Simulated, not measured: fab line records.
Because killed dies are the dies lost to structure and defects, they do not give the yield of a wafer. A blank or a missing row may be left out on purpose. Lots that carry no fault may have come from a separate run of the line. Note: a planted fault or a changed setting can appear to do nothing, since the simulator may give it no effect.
8D (eight disciplines) problem report, filled in by code || flow sky130 || the parts of the form that need people (team, actions taken, sign-off) are left out

## 1. WHAT WENT WRONG
At SKY_PAD_OPEN_PROBE_99, defect limited yield averages 71.8 % over 2 wafers from 2 lots, while fault-free wafers read 82.7 %, standard deviation 1.7. That puts it -6.4 standard deviations away from the usual mean.
Seen first at day 49 12:16 on prober-02, wafer L204.6. At this step, 15 wafers from 5 lots have a number in the record. By rule, "out" or "out of limits" means more than 4 standard deviations away from the usual mean. The rest of the wafers with a number are treated as sound.

## 2. WHAT IT IS; WHAT IT IS NOT
{"question": "which readings at this step", "is": "defect limited yield, killed_at_M0_to_M3, killed dies, sort_bin_3_pad_short, sort_bin_5_function, sort n pass, sort yield pct", "is not": "killed_at_M4_up, killed at contacts, killed at front end, killed at other, killed open, killed short, sort_bin_6_memory"}
{"question": "which lots", "is": "L204, L207", "is not": "L191, L199, L203"}
{"question": "which wafers of those lots", "is": "L204.6, L207.2", "is not": "L204.3, L204.5, L207.1, L207.5"}
{"question": "read on which tools", "is": "prober-02", "is not": "-"}
{"question": "when", "is": "from day 49 12:16", "is not": "up to then (11 sound wafers); but 2 sound wafers of L207 came after"}

## 3. THE SUSPECTS, EACH WITH WHAT RULES IT OUT
Counting: a tool at a process step up to the reading stays a suspect if it ran every lot that is out. Sound lots after the first of them don't rule it out here, since some wafers of a struck lot are sound.
- pvd sputter-02 at SKY_METAL1_SPUTTER_01 (material TiN, target thk 20 nm, time 16.7 s): kept. It processed each lot that is out (first: L204, day 36 11:29); up to then, its last sound lot is L203 (day 36 04:52).
- prober-02 at SKY_PAD_OPEN_PROBE_99: kept. It processed each lot that is out (first: L204, day 49 12:07); up to then, its last sound lot is L203 (day 49 07:57). Its own readings are out on those wafers: defect limited yield, killed_at_M0_to_M3, killed dies, sort_bin_3_pad_short, sort_bin_5_function, sort n pass, sort yield pct.
After counting, pvd sputter-02 at SKY_METAL1_SPUTTER_01 and prober-02 at SKY_PAD_OPEN_PROBE_99 remain.

## 4. THE CAUSE (what the simulator had put in)
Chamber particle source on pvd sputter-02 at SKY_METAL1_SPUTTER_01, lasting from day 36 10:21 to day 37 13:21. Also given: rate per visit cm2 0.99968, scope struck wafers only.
Counting leaves 2 suspects; this tool is one of them.

## 5. SEQUENCE OF EFFECTS, ordered by route
One row per reading whose mean, taken over the struck wafers that have a number, lies over 3 standard deviations from the usual. Scope: only readings with a usual standard deviation given in the record; hours: median across lots of the time from each lot's start at the first step in this table that gives one to its start at this step; sigmas: change in usual standard deviations.
{"hours": 0, "step": "SKY_PAD_OPEN_PROBE_99", "reading": "defect limited yield", "usual": "82.7 %", "on struck wafers": 71.8, "change": -11.0, "sigmas": -6.4}
{"hours": 0, "step": "SKY_PAD_OPEN_PROBE_99", "reading": "killed_at_M0_to_M3", "usual": 44, "on struck wafers": 93, "change": "+49", "sigmas": "+6.9"}
{"hours": 0, "step": "SKY_PAD_OPEN_PROBE_99", "reading": "killed dies", "usual": 85, "on struck wafers": 139, "change": "+54", "sigmas": "+6.4"}
{"hours": 0, "step": "SKY_PAD_OPEN_PROBE_99", "reading": "sort_bin_3_pad_short", "usual": "0.9 %", "on struck wafers": 2.7, "change": "+1.8", "sigmas": "+5.0"}
{"hours": 0, "step": "SKY_PAD_OPEN_PROBE_99", "reading": "sort_bin_5_function", "usual": "10.3 %", "on struck wafers": 17.9, "change": "+7.6", "sigmas": "+5.4"}
{"hours": 0, "step": "SKY_PAD_OPEN_PROBE_99", "reading": "sort n pass", "usual": 407, "on struck wafers": 353, "change": -54, "sigmas": -6.4}
{"hours": 0, "step": "SKY_PAD_OPEN_PROBE_99", "reading": "sort yield pct", "usual": "82.7 %", "on struck wafers": 71.8, "change": -11.0, "sigmas": -6.4}
It contains these process steps:
- SKY_PAD_OPEN_PROBE_99

## 6. WHAT WOULD HAVE CAUGHT IT SOONER
The fault began at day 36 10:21; the first out-of-limits reading in this record came at day 49 12:16, 314 hours later.
Tool readings at SKY_METAL1_SPUTTER_01 with a usual standard deviation given in the record: none out on any struck wafer, hence no alarm at a limit of 4 standard deviations on them.
By day 49 12:16 the whole set of lots that are out, 2 in number, had already begun SKY_METAL1_SPUTTER_01 on pvd sputter-02. Holding the tool at that point would not have protected any of them.
